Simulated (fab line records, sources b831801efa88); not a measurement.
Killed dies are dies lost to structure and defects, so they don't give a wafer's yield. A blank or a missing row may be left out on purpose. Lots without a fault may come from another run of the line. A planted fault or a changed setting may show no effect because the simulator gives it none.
fab line records | flow sky130
record lots=24 wafers=72 last_day=50
route steps=708 shown METAL1@454 CAPM@539 METAL3@564 CAP2M@615 METAL5@675 PASSIVATION@681
lots that met no fault: from a run of the same line without faults
start_h: hours from the record's first day to the start of the lot's first wafer shown | wait_h: hours since the lot's step before | " the same as in the row above | L1.1+2: a row that stands for several wafers | - no value, or no start given | * or withheld: withheld | < > ~ a bound
route shown NAME@n: a module of which the file shows steps, and the number in the route of the first | usual: mean/standard deviation of fault-free wafers | same: alike in all rows | chamber/n: place in a boat | sites: the reading at each site | _std_site: their standard deviation | _edge_site: outer sites' mean less inner sites' | radius_mm: how far each site lies from the wafer's centre | mask NAME#n: copy n | behind: the tool/chamber that last shaped the wafer | hold: why the lot was held/for how many hours/how that ended | device: the transistor (n, p or np) that didn't switch | end of line: the same wafers' tests at the end of the route | a step without rows: its recipe alone | killed: dies lost to structure and defects at the first sort, not the wafer's yield | map: a wafer's dies, x killed, . not, _ none there
set.NAME: the setting as run; set.NAME@STEP: as run at that earlier step | model.NAME: the simulator's own value behind a step, which no gauge read
steps of the route over a sample of lots; a table a step, a row a wafer
services: from which hour (start_h, from the record's first day; less than 0 if before it) a tool's chamber was out of use, for how many hours, and why
## steps
# step SKY_METAL1_STRIP_20
# recipe chemistry=O2/N2 power_w=1400 pressure_mtorr=1500 platen_temp_c=withheld o2_flow_sccm=3000 n2_flow_sccm=300 overash_fraction=0.5
# usual chamber_pressure_mTorr=1499.8/1.2 drypump_motor_current_A=5.7/0.46 oes_product_au=0.343/0.0052 strip_time_to_endpoint_s=2.68/0.058
# columns lot.wafer tool chamber start_h wait_h chamber_pressure_mTorr drypump_motor_current_A oes_product_au rf_hours_counter_h strip_time_to_endpoint_s
L074.1 plasma_asher-03 1 779.79 0.1 1500.1 6.1 0.347 3 2.71
L074.3 " 0 " " 1499.6 5.2 0.346 - 2.69
L074.6 " 1 " " 1502.1 6.1 0.341 - 2.68
L075.2 plasma_asher-01 1 781.43 0.1 1500.2 5.7 0.335 36 2.68
L075.5 " 1 " " 1499.4 5.7 0.340 - 2.64
L075.6 " 0 " " 1500.7 6.3 0.339 - 2.68
L076.2 plasma_asher-03 0 781.78 0.1 1502.0 5.2 0.326 3 2.66
L076.4 " 1 " " 1498.8 6.1 0.341 - 2.70
L076.5 " 1 " " 1499.6 6.1 0.348 - 2.68
L077.1 plasma_asher-01 1 784.48 0.1 1499.0 5.6 0.339 36 2.54
L077.4 " 0 " " 1499.9 6.3 0.342 - 2.60
L077.5 " 1 " " 1498.0 5.7 0.343 - 2.66
L078.3 plasma_asher-02 0 796.45 0.1 1499.4 5.0 0.344 - 2.68
L078.5 " 0 " " 1500.8 5.0 0.343 - 2.69
L078.6 " 1 " " 1499.9 6.1 0.343 - 2.72
L079.4 plasma_asher-01 1 803.95 0.1 1502.4 5.7 0.347 - 2.67
L079.5 " 1 " " 1499.9 5.7 0.337 - 2.70
L079.6 " 0 " " 1500.0 6.4 0.334 - 2.66
L080.1 plasma_asher-01 0 809.67 0.1 1500.0 6.3 0.333 39 2.57
L080.3 " 1 " " 1497.9 5.7 0.340 - 2.61
L080.4 " 0 " " 1499.4 6.3 0.341 - 2.55
L081.1 plasma_asher-02 0 819.07 0.1 1500.9 5.0 0.347 70 2.67
L081.2 " 1 " " 1500.6 6.1 0.341 70 2.67
L081.3 " 1 " " 1499.4 6.1 0.348 - 2.69
L082.2 plasma_asher-03 1 827.69 0.1 1498.5 6.1 0.348 5 2.74
L082.5 " 0 " " 1500.3 5.2 0.344 - 2.67
L082.6 " 1 " " 1497.7 6.1 0.351 - 2.74
L083.1 plasma_asher-01 1 833.92 0.1 1499.0 5.7 0.341 42 2.64
L083.2 " 0 " " 1499.6 6.4 0.339 42 2.67
L083.6 " 0 " " 1498.9 6.3 0.338 - 2.68
L084.2 plasma_asher-03 0 842.47 0.1 1498.9 5.2 0.334 7 2.69
L084.5 " 0 " " 1500.1 5.3 0.343 - 2.70
L084.6 " 1 " " 1501.7 6.1 0.351 - 2.67
L085.4 plasma_asher-01 1 847.50 0.1 1499.1 5.6 0.342 - 2.75
L085.5 " 1 " " 1500.5 5.6 0.347 - 2.77
L085.6 " 0 " " 1499.8 6.4 0.350 - 2.72
L086.3 plasma_asher-03 0 853.66 0.1 1500.1 5.2 0.346 - 2.72
L086.4 " 1 " " 1500.3 6.0 0.343 - 2.77
L086.5 " 1 " " 1499.1 6.0 0.352 - 2.71
L087.2 plasma_asher-03 0 868.77 0.1 1502.5 5.2 0.337 9 2.55
L087.4 " 1 " " 1498.4 6.0 0.334 - 2.63
L087.6 " 0 " " 1500.7 5.2 0.339 - 2.59
L088.3 plasma_asher-03 0 869.45 0.1 1499.7 5.2 0.343 - 2.73
L088.4 " 1 " " 1501.5 6.1 0.340 - 2.68
L088.6 " 0 " " 1499.9 5.2 0.347 - 2.69
L089.1 plasma_asher-02 1 875.08 0.1 1497.2 6.1 0.337 75 2.60
L089.5 " 1 " " 1500.0 6.1 0.342 - 2.69
L089.6 " 0 " " 1500.8 5.0 0.328 - 2.59
L090.2 plasma_asher-03 0 885.13 0.1 1499.2 5.3 0.344 11 2.74
L090.3 " 0 " " 1501.6 5.2 0.341 - 2.72
L090.4 " 1 " " 1498.5 6.1 0.350 - 2.77
L091.2 plasma_asher-03 0 889.83 0.1 1500.1 5.2 0.338 12 2.68
L091.4 " 1 " " 1500.7 6.1 0.346 - 2.66
L091.6 " 0 " " 1499.7 5.2 0.352 - 2.66
L092.1 plasma_asher-03 1 903.62 0.1 1498.6 6.1 0.350 13 2.70
L092.4 " 0 " " 1501.2 5.2 0.345 - 2.73
L092.6 " 1 " " 1499.2 6.0 0.347 - 2.75
L093.3 plasma_asher-03 1 913.16 0.1 1499.5 6.1 0.346 - 2.73
L093.5 " 1 " " 1499.5 6.1 0.346 - 2.68
L093.6 " 0 " " 1501.0 5.2 0.344 - 2.69
L094.3 plasma_asher-03 1 920.91 0.1 1501.7 6.1 0.345 - 2.59
L094.4 " 0 " " 1501.2 5.2 0.336 - 2.61
L094.6 " 0 " " 1499.6 5.2 0.334 - 2.56
L095.1 plasma_asher-01 1 934.88 0.1 1500.6 5.7 0.348 52 2.78
L095.2 " 0 " " 1497.8 6.3 0.342 52 2.79
L095.6 " 1 " " 1498.1 5.7 0.348 - 2.79
L096.1 plasma_asher-02 0 936.67 0.1 1499.1 5.0 0.345 81 2.82
L096.4 " 1 " " 1499.4 6.1 0.347 - 2.74
L096.6 " 1 " " 1498.5 6.1 0.342 - 2.78
L097.3 plasma_asher-01 0 952.30 0.1 1499.6 6.3 0.345 - 2.62
L097.5 " 0 " " 1501.2 6.3 0.343 - 2.68
L097.6 " 1 " " 1501.4 5.6 0.340 - 2.65
# step SKY_CAPM_SPUTTER_02
# recipe material=TiN target_thk_nm=200 temp_c=300 power_w=6500 time_s=159.7 chamber_pressure_pa=0.4
# usual chamber_pressure_pa=0.4001/0.00078 throttle_valve_pct=29.6/0.92
# same time_s=159.7
# columns lot.wafer tool chamber start_h wait_h chamber_pressure_pa throttle_valve_pct
L074.1 pvd_sputter-03 - 862.83 0.1 0.4004 29.5
L074.3 " - " " 0.3989 30.5
L074.6 " - " " 0.4004 29.4
L075.2 pvd_sputter-04 - 864.77 0.0 0.3998 29.7
L075.5 " - " " 0.4000 30.9
L075.6 " - " " 0.3992 30.0
L076.2 pvd_sputter-01 - 866.57 0.0 0.4000 29.6
L076.4 " - " " 0.4011 29.3
L076.5 " - " " 0.4002 29.3
L077.1 pvd_sputter-03 - 867.68 0.1 0.3999 27.9
L077.4 " - " " 0.3996 30.7
L077.5 " - " " 0.3996 29.4
L078.3 pvd_sputter-03 - 879.30 0.0 0.3999 29.1
L078.5 " - " " 0.4011 30.8
L078.6 " - " " 0.3987 29.6
L079.4 pvd_sputter-01 - 886.35 0.1 0.4008 29.3
L079.5 " - " " 0.4009 29.7
L079.6 " - " " 0.3988 29.8
L080.1 pvd_sputter-01 - 893.00 0.1 0.4008 29.6
L080.3 " - " " 0.4029 29.8
L080.4 " - " " 0.4011 30.0
L081.1 pvd_sputter-01 - 901.69 0.1 0.4016 29.5
L081.2 " - " " 0.3988 29.8
L081.3 " - " " 0.4008 29.6
L082.2 pvd_sputter-03 - 910.89 0.0 0.4008 27.9
L082.5 " - " " 0.3997 28.0
L082.6 " - " " 0.4002 29.1
L083.1 pvd_sputter-04 - 917.11 0.1 0.4008 29.6
L083.2 " - " " 0.3996 30.7
L083.6 " - " " 0.3995 29.0
L084.2 pvd_sputter-01 - 923.95 0.0 0.4015 29.4
L084.5 " - " " 0.3996 29.7
L084.6 " - " " 0.4009 29.5
L085.4 pvd_sputter-01 - 929.29 0.0 0.4000 30.0
L085.5 " - " " 0.3996 29.7
L085.6 " - " " 0.3991 29.7
L086.3 pvd_sputter-01 - 935.55 0.0 0.4010 30.0
L086.4 " - " " 0.4011 29.7
L086.5 " - " " 0.3996 29.3
L087.2 pvd_sputter-04 - 947.85 0.0 0.3994 30.0
L087.4 " - " " 0.4009 30.7
L087.6 " - " " 0.4006 31.7
L088.3 pvd_sputter-04 - 949.74 0.0 0.4010 32.0
L088.4 " - " " 0.4001 28.5
L088.6 " - " " 0.4013 28.7
L089.1 pvd_sputter-03 - 955.10 0.1 0.4003 29.2
L089.5 " - " " 0.4004 29.6
L089.6 " - " " 0.3990 28.1
L090.2 pvd_sputter-04 - 965.99 0.0 0.3994 31.7
L090.3 " - " " 0.3984 30.5
L090.4 " - " " 0.4008 28.8
L091.2 pvd_sputter-01 - 969.18 0.0 0.3998 29.9
L091.4 " - " " 0.4010 29.5
L091.6 " - " " 0.3993 29.7
L092.1 pvd_sputter-03 - 981.61 0.1 0.4001 30.8
L092.4 " - " " 0.3995 29.3
L092.6 " - " " 0.3991 29.2
L093.3 pvd_sputter-03 - 991.00 0.0 0.4001 27.8
L093.5 " - " " 0.4010 29.2
L093.6 " - " " 0.4002 30.6
L094.3 pvd_sputter-03 - 998.19 0.0 0.4010 29.3
L094.4 " - " " 0.3995 29.3
L094.6 " - " " 0.4004 30.8
L095.1 pvd_sputter-03 - 1013.69 0.1 0.4008 30.8
L095.2 " - " " 0.4000 29.2
L095.6 " - " " 0.3997 29.5
L096.1 pvd_sputter-01 - 1014.05 0.1 0.4008 29.6
L096.4 " - " " 0.4000 29.5
L096.6 " - " " 0.3993 29.8
L097.3 pvd_sputter-03 - 1028.65 0.0 0.3996 27.8
L097.5 " - " " 0.3999 30.5
L097.6 " - " " 0.4015 29.3
# step SKY_METAL3_OVL_MEAS_14
# usual METAL3_OVL=-2/6
# columns lot.wafer tool chamber start_h wait_h METAL3_OVL[nm]
L074.1 overlay-01 - 915.45 0.1 -4
L074.3 " - " " 6
L074.6 " - " " -1
L075.2 overlay-02 - 915.80 0.1 -2
L075.5 " - " " 8
L075.6 " - " " 3
L076.2 overlay-01 - 916.72 0.1 12
L076.4 " - " " 9
L076.5 " - " " -4
L077.1 overlay-01 - 917.06 0.1 -9
L077.4 " - " " -1
L077.5 " - " " -10
L078.3 overlay-01 - 929.93 0.1 3
L078.5 " - " " 6
L078.6 " - " " -1
L079.4 overlay-01 - 936.17 0.1 -1
L079.5 " - " " -1
L079.6 " - " " 4
L080.1 overlay-02 - 943.27 0.1 -3
L080.3 " - " " -11
L080.4 " - " " 8
L081.1 overlay-01 - 951.51 0.1 -4
L081.2 " - " " 7
L081.3 " - " " 1
L082.2 overlay-02 - 959.15 0.1 3
L082.5 " - " " -11
L082.6 " - " " -7
L083.1 overlay-01 - 965.56 0.1 -8
L083.2 " - " " -8
L083.6 " - " " -9
L084.2 overlay-01 - 972.90 0.1 -7
L084.5 " - " " -4
L084.6 " - " " -8
L085.4 overlay-02 - 977.52 0.1 2
L085.5 " - " " -2
L085.6 " - " " 0
L086.3 overlay-02 - 983.11 0.1 8
L086.4 " - " " 10
L086.5 " - " " 0
L087.2 overlay-01 - 996.20 0.1 -5
L087.4 " - " " -6
L087.6 " - " " 4
L088.3 overlay-01 - 997.56 0.1 -3
L088.4 " - " " -15
L088.6 " - " " -9
L089.1 overlay-02 - 1002.21 0.1 -1
L089.5 " - " " 1
L089.6 " - " " -8
L090.2 overlay-01 - 1013.46 0.1 -12
L090.3 " - " " -6
L090.4 " - " " -8
L091.2 overlay-02 - 1016.31 0.1 -5
L091.4 " - " " -5
L091.6 " - " " -7
L092.1 overlay-01 - 1028.81 0.1 -4
L092.4 " - " " -1
L092.6 " - " " -6
L093.3 overlay-02 - 1037.12 0.1 -1
L093.5 " - " " -6
L093.6 " - " " -8
L094.3 overlay-01 - 1043.62 0.1 -1
L094.4 " - " " -8
L094.6 " - " " 5
L095.1 overlay-02 - 1058.76 0.1 -8
L095.2 " - " " -7
L095.6 " - " " -3
L096.1 overlay-01 - 1059.11 0.1 -1
L096.4 " - " " 6
L096.6 " - " " 9
L097.3 overlay-01 - 1073.17 0.1 -10
L097.5 " - " " -6
L097.6 " - " " 4
# step SKY_CAP2M_OVL_MEAS_12
# usual CAP2M_OVL=0.0/1.2
# columns lot.wafer tool chamber start_h wait_h CAP2M_OVL[nm]
L074.1 overlay-01 - 966.63 0.1 1.7
L074.3 " - " " 2.0
L074.6 " - " " 2.0
L075.2 overlay-02 - 967.18 0.1 -2.2
L075.5 " - " " -3.4
L075.6 " - " " -3.4
L076.2 overlay-01 - 968.69 0.1 -0.6
L076.4 " - " " 0.4
L076.5 " - " " -0.2
L077.1 overlay-01 - 968.98 0.1 -0.8
L077.4 " - " " -1.9
L077.5 " - " " -0.2
L078.3 overlay-02 - 980.19 0.1 -0.7
L078.5 " - " " -0.5
L078.6 " - " " -0.4
L079.4 overlay-01 - 987.20 0.1 1.4
L079.5 " - " " -0.4
L079.6 " - " " 2.2
L080.1 overlay-01 - 993.94 0.1 0.2
L080.3 " - " " 0.3
L080.4 " - " " -1.1
L081.1 overlay-02 - 1001.74 0.1 2.1
L081.2 " - " " -0.8
L081.3 " - " " -0.2
L082.2 overlay-01 - 1008.99 0.1 1.1
L082.5 " - " " -1.2
L082.6 " - " " 0.7
L083.1 overlay-02 - 1015.83 0.1 1.5
L083.2 " - " " 0.6
L083.6 " - " " -0.3
L084.2 overlay-01 - 1022.59 0.1 1.1
L084.5 " - " " 1.3
L084.6 " - " " -0.4
L085.4 overlay-01 - 1027.20 0.1 1.6
L085.5 " - " " 0.6
L085.6 " - " " 1.0
L086.3 overlay-02 - 1032.70 0.1 -0.1
L086.4 " - " " -2.1
L086.5 " - " " -0.3
L087.2 overlay-02 - 1044.49 0.1 1.3
L087.4 " - " " -0.6
L087.6 " - " " 0.4
L088.3 overlay-02 - 1046.54 0.1 -0.5
L088.4 " - " " -0.2
L088.6 " - " " -1.2
L089.1 overlay-02 - 1050.43 0.1 -0.4
L089.5 " - " " -0.1
L089.6 " - " " -1.2
L090.2 overlay-02 - 1059.94 0.1 -0.1
L090.3 " - " " 0.0
L090.4 " - " " -0.4
L091.2 overlay-01 - 1063.14 0.1 0.7
L091.4 " - " " 0.5
L091.6 " - " " -1.1
L092.1 overlay-01 - 1075.63 0.1 -1.3
L092.4 " - " " -1.1
L092.6 " - " " -1.6
L093.3 overlay-01 - 1083.34 0.1 -0.7
L093.5 " - " " 1.7
L093.6 " - " " -0.5
L094.3 overlay-01 - 1089.84 0.1 -2.6
L094.4 " - " " -2.3
L094.6 " - " " 1.0
L095.1 overlay-01 - 1104.08 0.1 -0.6
L095.2 " - " " -0.1
L095.6 " - " " -0.2
L096.1 overlay-02 - 1104.18 0.1 1.7
L096.4 " - " " 1.7
L096.6 " - " " 1.4
L097.3 overlay-02 - 1116.84 0.1 -0.1
L097.5 " - " " -0.5
L097.6 " - " " -0.7
# step SKY_METAL5_DESCUM_14
# recipe chemistry=O2 source_power_w=150 bias_power_w=0 pressure_mtorr=10 temp_c=40 time_s=11
# usual chamber_pressure_mTorr=9.999/0.0089 drypump_motor_current_A=5.3/0.32 oes_product_au=1.004/0.013
# same bias_power_w=0 time_s=11
# columns lot.wafer tool chamber start_h wait_h chamber_pressure_mTorr drypump_motor_current_A oes_product_au rf_hours_counter_h
L074.1 rie_metal-02 1 1039.09 0.1 9.986 4.9 1.014 9
L074.3 " 0 " " 10.011 4.9 0.999 -
L074.6 " 1 " " 10.004 4.9 1.003 -
L075.2 rie_metal-03 0 1040.24 0.1 9.999 5.5 1.016 17
L075.5 " 0 " " 10.000 5.5 1.019 -
L075.6 " 1 " " 9.988 5.3 1.006 -
L076.2 rie_metal-01 0 1040.93 0.1 10.001 5.5 1.023 23
L076.4 " 0 " " 9.989 5.5 1.015 -
L076.5 " 1 " " 10.027 5.8 1.017 -
L077.1 rie_metal-02 1 1042.64 0.1 9.997 4.9 1.005 9
L077.4 " 1 " " 9.992 4.9 1.003 -
L077.5 " 0 " " 10.014 4.9 1.002 -
L078.3 rie_metal-01 1 1051.05 0.1 9.995 5.8 1.006 -
L078.5 " 1 " " 9.994 5.8 1.007 -
L078.6 " 0 " " 9.998 5.5 1.005 -
L079.4 rie_metal-02 1 1058.40 0.1 9.996 4.9 0.995 -
L079.5 " 1 " " 9.999 4.9 0.996 -
L079.6 " 0 " " 9.997 4.9 0.985 -
L080.1 rie_metal-03 0 1064.04 0.1 10.002 5.5 1.024 18
L080.3 " 0 " " 9.994 5.5 1.038 -
L080.4 " 1 " " 10.002 5.3 1.009 -
L081.1 rie_metal-01 1 1071.93 0.1 10.005 5.8 1.006 25
L081.2 " 1 " " 9.993 5.8 1.012 -
L081.3 " 1 " " 10.010 5.8 1.013 -
L082.2 rie_metal-03 1 1077.69 0.1 9.989 5.3 1.018 20
L082.5 " 0 " " 10.002 5.5 1.020 -
L082.6 " 1 " " 9.973 5.3 1.020 -
L083.1 rie_metal-03 0 1084.34 0.1 10.012 5.5 1.030 20
L083.2 " 1 " " 10.004 5.3 1.010 20
L083.6 " 1 " " 10.007 5.3 1.009 -
L084.2 rie_metal-02 1 1092.04 0.1 9.984 4.9 0.991 12
L084.5 " 0 " " 10.010 4.9 0.996 -
L084.6 " 1 " " 10.018 4.9 0.990 -
L085.4 rie_metal-01 0 1096.00 0.1 10.010 5.5 1.002 -
L085.5 " 0 " " 10.010 5.5 0.999 -
L085.6 " 1 " " 10.008 5.8 1.019 -
L086.3 rie_metal-03 0 1099.05 0.1 9.999 5.5 1.030 -
L086.4 " 1 " " 10.001 5.3 1.013 -
L086.5 " 0 " " 9.992 5.5 1.023 -
L087.2 rie_metal-03 0 1111.34 0.1 10.000 5.5 1.026 22
L087.4 " 1 " " 9.999 5.3 1.006 -
L087.6 " 1 " " 9.993 5.3 1.005 -
L088.3 rie_metal-01 0 1112.81 0.1 9.991 5.5 1.002 -
L088.4 " 0 " " 9.989 5.5 0.999 -
L088.6 " 0 " " 9.999 5.5 1.008 -
L089.1 rie_metal-02 0 1115.73 0.1 10.001 4.9 0.994 21
L089.5 " 1 " " 10.000 4.9 0.995 -
L089.6 " 0 " " 10.003 4.9 1.001 -
L090.2 rie_metal-01 0 1125.54 0.1 10.014 5.5 0.996 -
L090.3 " 0 " " 9.988 5.5 1.007 -
L090.4 " 0 " " 9.997 5.5 1.000 -
L091.2 rie_metal-03 1 1128.29 0.1 10.011 5.3 1.006 23
L091.4 " 1 " " 10.001 5.3 1.007 -
L091.6 " 0 " " 9.991 5.5 1.022 -
L092.1 rie_metal-02 1 1138.44 0.1 9.995 4.9 0.999 16
L092.4 " 1 " " 9.990 4.9 0.996 -
L092.6 " 1 " " 10.014 4.9 0.989 -
L093.3 rie_metal-02 1 1145.00 0.1 9.996 4.9 0.989 -
L093.5 " 0 " " 9.987 4.9 0.982 -
L093.6 " 1 " " 10.009 4.9 0.989 -
L094.3 rie_metal-01 1 1151.10 0.1 10.010 5.8 1.006 -
L094.4 " 0 " " 9.998 5.5 1.001 -
L094.6 " 0 " " 10.007 5.5 0.996 -
L096.1 rie_metal-02 1 1163.33 0.1 9.996 4.9 1.003 18
L096.4 " 1 " " 9.998 4.9 0.982 -
L096.6 " 1 " " 10.003 4.9 0.993 -
L095.1 rie_metal-01 1 1163.63 0.1 9.981 5.8 0.999 4
L095.2 " 0 " " 10.015 5.5 0.990 8
L095.6 " 1 " " 9.995 5.9 0.987 -
L097.3 rie_metal-03 1 1174.61 0.1 10.003 5.3 0.999 -
L097.5 " 1 " " 9.993 5.3 1.004 -
L097.6 " 1 " " 9.999 5.3 1.003 -
# step SKY_PASSIVATION_CVD_00
# recipe material=SiO2 target_thk_nm=90 temp_c=400 time_s=withheld rf_w=600
# usual heater_power_w=639/81
# columns lot.wafer tool chamber start_h wait_h heater_power_w
L074.1 pecvd-04 2 1039.95 0.0 489
L074.3 " 0 " " 761
L074.6 " 2 " " 498
L075.2 pecvd-03 1 1041.10 0.0 510
L075.5 " 1 " " 536
L075.6 " 0 " " 651
L076.2 pecvd-01 0 1041.79 0.0 564
L076.4 " 2 " " 682
L076.5 " 0 " " 569
L077.1 pecvd-04 2 1043.51 0.0 535
L077.4 " 2 " " 536
L077.5 " 0 " " 629
L078.3 pecvd-04 1 1051.91 0.0 771
L078.5 " 0 " " 711
L078.6 " 1 " " 769
L079.4 pecvd-04 0 1059.29 0.0 703
L079.5 " 2 " " 538
L079.6 " 1 " " 673
L080.1 pecvd-01 1 1064.93 0.0 709
L080.3 " 0 " " 590
L080.4 " 0 " " 606
L081.1 pecvd-01 2 1073.09 0.0 723
L081.2 " 1 " " 727
L081.3 " 0 " " 596
L082.2 pecvd-01 2 1078.59 0.0 632
L082.5 " 0 " " 603
L082.6 " 1 " " 689
L083.1 pecvd-04 1 1085.20 0.0 789
L083.2 " 0 " " 695
L083.6 " 0 " " 688
L084.2 pecvd-03 1 1092.90 0.0 532
L084.5 " 0 " " 589
L084.6 " 1 " " 516
L085.4 pecvd-01 2 1096.86 0.0 718
L085.5 " 1 " " 718
L085.6 " 0 " " 603
L086.3 pecvd-03 1 1099.90 0.0 524
L086.4 " 2 " " 701
L086.5 " 0 " " 673
L087.2 pecvd-04 0 1112.20 0.0 618
L087.4 " 0 " " 627
L087.6 " 2 " " 489
L088.3 pecvd-03 2 1113.92 0.0 614
L088.4 " 1 " " 599
L088.6 " 0 " " 607
L089.1 pecvd-03 0 1116.59 0.0 598
L089.5 " 0 " " 603
L089.6 " 2 " " 729
L090.2 pecvd-01 0 1126.66 0.0 496
L090.3 " 1 " " 688
L090.4 " 0 " " 500
L091.2 pecvd-01 2 1129.15 0.0 626
L091.4 " 1 " " 751
L091.6 " 2 " " 639
L092.1 pecvd-03 0 1139.41 0.0 577
L092.4 " 2 " " 696
L092.6 " 1 " " 536
L093.3 pecvd-01 2 1145.85 0.0 643
L093.5 " 2 " " 662
L093.6 " 1 " " 666
L094.3 pecvd-04 2 1151.99 0.0 559
L094.4 " 0 " " 722
L094.6 " 2 " " 557
L096.1 pecvd-01 2 1164.24 0.0 691
L096.4 " 0 " " 588
L096.6 " 2 " " 720
L095.1 pecvd-03 2 1164.51 0.0 633
L095.2 " 1 " " 529
L095.6 " 1 " " 561
L097.3 pecvd-03 2 1175.72 0.0 654
L097.5 " 0 " " 673
L097.6 " 2 " " 666
## services
# columns tool chamber start_h hours kind
pecvd-01 - 771.03 2.3 repair
rie_metal-02 - 772.59 1.4 pm
plasma_asher-03 - 799.04 25.4 pm
pvd_sputter-01 - 821.11 7.9 repair
rie_metal-02 1 860.80 12.3 repair
pecvd-03 2 886.22 55.2 repair
plasma_asher-03 - 891.02 2.3 repair
plasma_asher-01 - 908.18 2.8 pm
plasma_asher-03 - 914.56 0.4 repair
pecvd-03 - 918.85 6.0 pm
pecvd-01 - 946.78 2.8 pm
pecvd-01 - 958.79 5.5 pm
pecvd-01 - 978.17 0.3 repair
pecvd-01 2 980.67 4.2 repair
pecvd-01 0 987.00 6.6 repair
pecvd-01 0 1022.18 3.4 repair
plasma_asher-03 - 1023.49 1.2 repair
plasma_asher-03 - 1029.62 1.6 repair
plasma_asher-03 - 1072.81 8.8 repair
pvd_sputter-01 - 1079.39 60.2 repair
pvd_sputter-03 - 1095.39 6.2 repair
pvd_sputter-03 - 1099.42 25.4 repair
pvd_sputter-03 - 1139.79 9.0 repair
plasma_asher-03 - 1167.17 1.3 repair
## key
fault none
